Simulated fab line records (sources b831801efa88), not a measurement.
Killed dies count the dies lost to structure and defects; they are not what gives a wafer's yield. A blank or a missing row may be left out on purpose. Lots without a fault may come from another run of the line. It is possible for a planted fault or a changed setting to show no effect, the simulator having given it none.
Which tool was responsible?	flow gf180mcu	72 wafers from 24 lots sampled at 5 of the route's 602 steps

== WHAT EACH GAUGE READ, for each wafer ==
GF_V3_BOW_MEAS_05. Usual: V3_BOW gives 113 um (standard deviation 9.7).
lot	measured	on	V3_BOW (um)	flag
L074	day 21 14:11	filmMetro-02	101 104 116	
L075	day 21 18:59	filmMetro-01	112 102 108	
L076	day 22 11:01	filmMetro-02	119 118 124	
L077	day 22 14:33	filmMetro-03	116 112 107	
L078	day 23 00:26	filmMetro-03	132 110 123	
L079	day 23 12:21	filmMetro-01	104 121 118	
L080	day 23 19:52	filmMetro-01	109 111 119	
L081	day 24 06:22	filmMetro-01	102 113 116	
L082	day 24 12:25	filmMetro-03	122 132 126	
L083	day 24 18:58	filmMetro-01	101 91 100	
L084	day 25 07:03	filmMetro-03	128 115 117	
L085	day 25 11:24	filmMetro-01	108 100 112	
L086	day 25 20:50	filmMetro-01	104 105 102	
L087	day 26 02:55	filmMetro-01	117 106 126	
L088	day 26 10:14	filmMetro-03	118 106 114	
L089	day 26 19:46	filmMetro-02	117 102 105	
L090	day 27 00:14	filmMetro-03	124 120 126	
L091	day 27 06:06	filmMetro-01	111 113 108	
L092	day 27 16:20	filmMetro-01	108 100 115	
L093	day 27 21:17	filmMetro-01	118 106 111	
L094	day 28 04:40	filmMetro-02	113 108 128	
L095	day 28 11:12	filmMetro-01	112 94 93	
L096	day 28 19:47	filmMetro-03	122 133 132	
L097	day 28 23:48	filmMetro-02	121 129 119	

GF_V4_BOW_MEAS_05. Usual: V4_BOW gives 133 um (standard deviation 8.7).
lot	measured	on	V4_BOW (um)	flag
L074	day 23 16:08	filmMetro-02	123 127 137	
L075	day 23 19:40	filmMetro-02	136 127 131	
L076	day 24 12:03	filmMetro-04	138 136 141	
L077	day 24 15:34	filmMetro-02	131 128 123	
L078	day 24 23:32	filmMetro-02	145 123 136	
L079	day 25 11:44	filmMetro-03	125 142 139	
L080	day 25 18:26	filmMetro-03	137 138 148	
L081	day 26 04:44	filmMetro-02	125 138 141	
L082	day 26 11:04	filmMetro-04	135 145 139	
L083	day 26 16:12	filmMetro-02	124 114 126	
L084	day 27 03:00	filmMetro-02	144 131 133	
L085	day 27 07:34	filmMetro-03	132 125 137	
L086	day 27 17:34	filmMetro-02	125 126 123	
L087	day 27 23:26	filmMetro-04	142 132 151	
L088	day 28 06:28	filmMetro-04	133 120 128	
L089	day 28 15:51	filmMetro-02	135 120 123	
L090	day 28 18:52	filmMetro-02	143 137 144	
L091	day 29 01:58	filmMetro-02	135 135 131	
L092	day 29 10:35	filmMetro-04	131 122 138	
L093	day 29 15:34	filmMetro-04	136 125 129	
L094	day 29 23:05	filmMetro-03	131 124 145	
L095	day 30 04:59	filmMetro-02	138 118 118	
L096	day 30 13:32	filmMetro-03	141 153 150	
L097	day 30 17:07	filmMetro-03	144 151 143	

== EACH LOT AND THE TOOL THAT RAN IT (in order: tool; ch and the chambers of the sampled wafers; start) ==
lot	GF_M3_SPUTTER_01	GF_M4_SPUTTER_04	GF_V4_CVD_02
L074	pvdSputter-04, day 20 12:31	pvdSputter-03, day 22 15:31	pecvd-03 ch 0,1,2, day 23 15:40
L075	pvdSputter-02, day 20 16:52	pvdSputter-03, day 22 19:41	pecvd-04 ch 0,2, day 23 19:13
L076	pvdSputter-01, day 21 10:07	pvdSputter-02, day 23 12:35	pecvd-03 ch 0,1,2, day 24 11:34
L077	pvdSputter-02, day 21 13:23	pvdSputter-03, day 23 15:44	pecvd-02 ch 0,2, day 24 15:06
L078	pvdSputter-04, day 22 00:00	pvdSputter-02, day 24 00:43	pecvd-03 ch 1,2, day 24 22:58
L079	pvdSputter-01, day 22 11:45	pvdSputter-02, day 24 12:26	pecvd-04 ch 1,2, day 25 11:17
L080	pvdSputter-02, day 22 19:29	pvdSputter-03, day 24 19:50	pecvd-04 ch 0,1,2, day 25 18:00
L081	pvdSputter-02, day 23 05:47	pvdSputter-04, day 25 06:27	pecvd-03 ch 1,2, day 26 04:17
L082	pvdSputter-01, day 23 12:47	pvdSputter-03, day 25 11:44	pecvd-03 ch 0,2, day 26 10:35
L083	pvdSputter-04, day 23 19:24	pvdSputter-02, day 25 18:14	pecvd-04 ch 0,2, day 26 15:46
L084	pvdSputter-02, day 24 07:58	pvdSputter-04, day 26 05:22	pecvd-04 ch 1,2, day 27 02:34
L085	pvdSputter-04, day 24 12:04	pvdSputter-02, day 26 10:01	pecvd-02 ch 0,1,2, day 27 07:07
L086	pvdSputter-01, day 24 22:27	pvdSputter-02, day 26 19:36	pecvd-03 ch 0,1, day 27 17:08
L087	pvdSputter-02, day 25 03:40	pvdSputter-03, day 27 01:46	pecvd-03 ch 0,1, day 27 23:01
L088	pvdSputter-04, day 25 11:05	pvdSputter-04, day 27 08:07	pecvd-02 ch 0,2, day 28 06:02
L089	pvdSputter-01, day 25 21:25	pvdSputter-04, day 27 18:20	pecvd-02 ch 0,1,2, day 28 15:23
L090	pvdSputter-04, day 26 01:53	pvdSputter-02, day 27 21:58	pecvd-03 ch 0,1,2, day 28 18:24
L091	pvdSputter-01, day 26 08:14	pvdSputter-03, day 28 04:30	pecvd-04 ch 0,1,2, day 29 01:24
L092	pvdSputter-02, day 26 17:59	pvdSputter-04, day 28 14:00	pecvd-02 ch 0,1,2, day 29 10:08
L093	pvdSputter-04, day 26 23:53	pvdSputter-02, day 28 18:20	pecvd-04 ch 0,2, day 29 15:08
L094	pvdSputter-02, day 27 06:44	pvdSputter-03, day 29 01:49	pecvd-02 ch 0,1, day 29 22:15
L095	pvdSputter-04, day 27 13:39	pvdSputter-03, day 29 08:16	pecvd-02 ch 0,1, day 30 04:33
L096	pvdSputter-02, day 27 22:56	pvdSputter-02, day 29 16:55	pecvd-03 ch 0,1,2, day 30 12:56
L097	pvdSputter-01, day 28 02:35	pvdSputter-02, day 29 21:10	pecvd-04 ch 0,2, day 30 16:39
- GF_M3_SPUTTER_01: material TiN, target thk 30 nm, time 25 s.
- GF_M4_SPUTTER_04: material TiN, target thk 50 nm, time 41.7 s.
- GF_V4_CVD_02: deposits SiO2 from TEOS, target thk 850 nm, time 94.851 s.

== AS READ BY THE TOOLS THEMSELVES (means over the sampled wafers that have a number; for cases with no such wafer, the mark the record gives instead) ==
GF_M3_SPUTTER_01. Usual: throttleValvePct reads 29.8 % (standard deviation 1).
lot	tool	throttleValvePct (%)	flag
L074	pvdSputter-04	29.1	
L075	pvdSputter-02	30.0	
L076	pvdSputter-01	29.9	
L077	pvdSputter-02	30.3	
L078	pvdSputter-04	29.3	
L079	pvdSputter-01	29.9	
L080	pvdSputter-02	30.6	
L081	pvdSputter-02	30.8	
L082	pvdSputter-01	29.7	
L083	pvdSputter-04	29.7	
L084	pvdSputter-02	30.6	
L085	pvdSputter-04	28.9	
L086	pvdSputter-01	29.6	
L087	pvdSputter-02	30.2	
L088	pvdSputter-04	30.6	
L089	pvdSputter-01	29.0	
L090	pvdSputter-04	29.7	
L091	pvdSputter-01	29.3	
L092	pvdSputter-02	30.1	
L093	pvdSputter-04	28.7	
L094	pvdSputter-02	30.4	
L095	pvdSputter-04	29.1	
L096	pvdSputter-02	30.8	
L097	pvdSputter-01	29.1	

GF_M4_SPUTTER_04. Usual: throttleValvePct reads 30.2 % (standard deviation 1.1).
lot	tool	throttleValvePct (%)	flag
L074	pvdSputter-03	28.9	
L075	pvdSputter-03	30.6	
L076	pvdSputter-02	30.8	
L077	pvdSputter-03	30.7	
L078	pvdSputter-02	30.8	
L079	pvdSputter-02	30.7	
L080	pvdSputter-03	30.6	
L081	pvdSputter-04	30.5	
L082	pvdSputter-03	31.7	
L083	pvdSputter-02	30.1	
L084	pvdSputter-04	29.6	
L085	pvdSputter-02	30.9	
L086	pvdSputter-02	30.5	
L087	pvdSputter-03	30.7	
L088	pvdSputter-04	29.0	
L089	pvdSputter-04	29.5	
L090	pvdSputter-02	30.4	
L091	pvdSputter-03	30.2	
L092	pvdSputter-04	28.6	
L093	pvdSputter-02	30.3	
L094	pvdSputter-03	30.1	
L095	pvdSputter-03	30.0	
L096	pvdSputter-02	30.3	
L097	pvdSputter-02	30.6	

GF_V4_CVD_02. Usual: heaterPowerOuterW 377 W, standard deviation 66; heaterPowerW 628 W, standard deviation 120.
lot	tool	heaterPowerOuterW (W)	heaterPowerW (W)	flag
L074	pecvd-03	375	645	
L075	pecvd-04	358	556	
L076	pecvd-03	317	570	
L077	pecvd-02	434	724	
L078	pecvd-03	335	579	
L079	pecvd-04	343	565	
L080	pecvd-04	312	519	
L081	pecvd-03	400	698	
L082	pecvd-03	349	590	
L083	pecvd-04	387	581	
L084	pecvd-04	338	527	
L085	pecvd-02	391	660	
L086	pecvd-03	451	763	
L087	pecvd-03	443	782	
L088	pecvd-02	413	690	
L089	pecvd-02	390	655	
L090	pecvd-03	394	682	
L091	pecvd-04	358	566	
L092	pecvd-02	417	694	
L093	pecvd-04	374	549	
L094	pecvd-02	370	609	
L095	pecvd-02	373	628	
L096	pecvd-03	389	665	
L097	pecvd-04	379	563	

== THE ANSWER, worked out from the rows above alone ==
Rule: a lot is off if the mean of its wafers that have a number lies more than 3 standard deviations from the usual mean. A lot without any number at a reading at which 4 lots or more have one is off too. All remaining lots with rows at the step are treated as sound. Order of review: gauges by route order, followed by the tools' own readings, for which a lot's mean as printed above is used. The first step at which some lot is off is used, and at that step the reading that is off furthest; a lot without a number counts as furthest.
None of the lots is off at any reading shown; this tells nothing.

== WHAT HAD BEEN PUT IN BY THE SIMULATOR ==
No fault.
